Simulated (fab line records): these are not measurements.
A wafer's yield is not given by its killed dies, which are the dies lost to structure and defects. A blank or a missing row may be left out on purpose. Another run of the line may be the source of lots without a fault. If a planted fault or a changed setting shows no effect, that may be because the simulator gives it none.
Which of the tools did it? :: flow sky130 :: Sampling: 6 lots, 18 wafers, 3 of 708 route steps

## WHAT THE GAUGES SHOWED, per wafer
SKY_VIA4_OVL_MEAS_11.
lot: L571
measured: day 42 22:59
on: overlay-01
VIA4_OVL (nm): -2.2 -1.8 -2.0

lot: L574
measured: day 44 07:35
on: overlay-02
VIA4_OVL (nm): 1.4 1.7 2.5

lot: L576
measured: day 44 17:22
on: overlay-01
VIA4_OVL (nm): -0.4 -0.3 0.2

lot: L578
measured: day 44 23:59
on: overlay-02
VIA4_OVL (nm): 2.0 1.2 2.3

lot: L583
measured: day 46 02:26
on: overlay-02
VIA4_OVL (nm): 4.2 2.9 3.1

lot: L592
measured: day 48 08:43
on: overlay-01
VIA4_OVL (nm): 0.7 0.3 1.2

## WHICH TOOL RAN EACH LOT (tool, then ch and the chambers of the sampled wafers, then the start)
lot: L571
SKY_VIA2_SPUTTER_20: pvdSputter-02, day 36 12:10
SKY_VIA4_CMP_02: cmp-02 ch 0,2, day 42 00:02

lot: L574
SKY_VIA2_SPUTTER_20: pvdSputter-04, day 38 00:22
SKY_VIA4_CMP_02: cmp-01 ch 1,2,3, day 43 08:23

lot: L576
SKY_VIA2_SPUTTER_20: pvdSputter-02, day 38 09:37
SKY_VIA4_CMP_02: cmp-01 ch 1,2, day 43 18:22

lot: L578
SKY_VIA2_SPUTTER_20: pvdSputter-03, day 38 19:10
SKY_VIA4_CMP_02: cmp-01 ch 1,3, day 44 01:41

lot: L583
SKY_VIA2_SPUTTER_20: pvdSputter-02, day 40 02:25
SKY_VIA4_CMP_02: cmp-01 ch 1,2,3, day 45 06:04

lot: L592
SKY_VIA2_SPUTTER_20: pvdSputter-04, day 42 19:45
SKY_VIA4_CMP_02: cmp-02 ch 0,3, day 47 14:07
- SKY_VIA2_SPUTTER_20: material TiN, target thk 20 nm, time 80 s.
- SKY_VIA4_CMP_02: polishes SiO2.

## THE ANSWER, worked out from the rows above alone
Rule: usual is defined by the lots themselves. Put in order of their means at a reading, lots are off if they are a third of the lots or fewer, leave a main group of 4 or more, and stand apart from it by a gap of 3 or more times the standard deviation of the main group's means; of several such gaps the widest counts. Not used: any main group whose means are identical at the precision the tables above print for the reading. Also off: a lot with no number at a reading for which 4 or more lots have one. Where the step has rows for the other lots, those lots are counted as sound.
No lot is off at any reading shown: from this, nothing can be told.

## WHAT THE SIMULATOR HAD PUT IN
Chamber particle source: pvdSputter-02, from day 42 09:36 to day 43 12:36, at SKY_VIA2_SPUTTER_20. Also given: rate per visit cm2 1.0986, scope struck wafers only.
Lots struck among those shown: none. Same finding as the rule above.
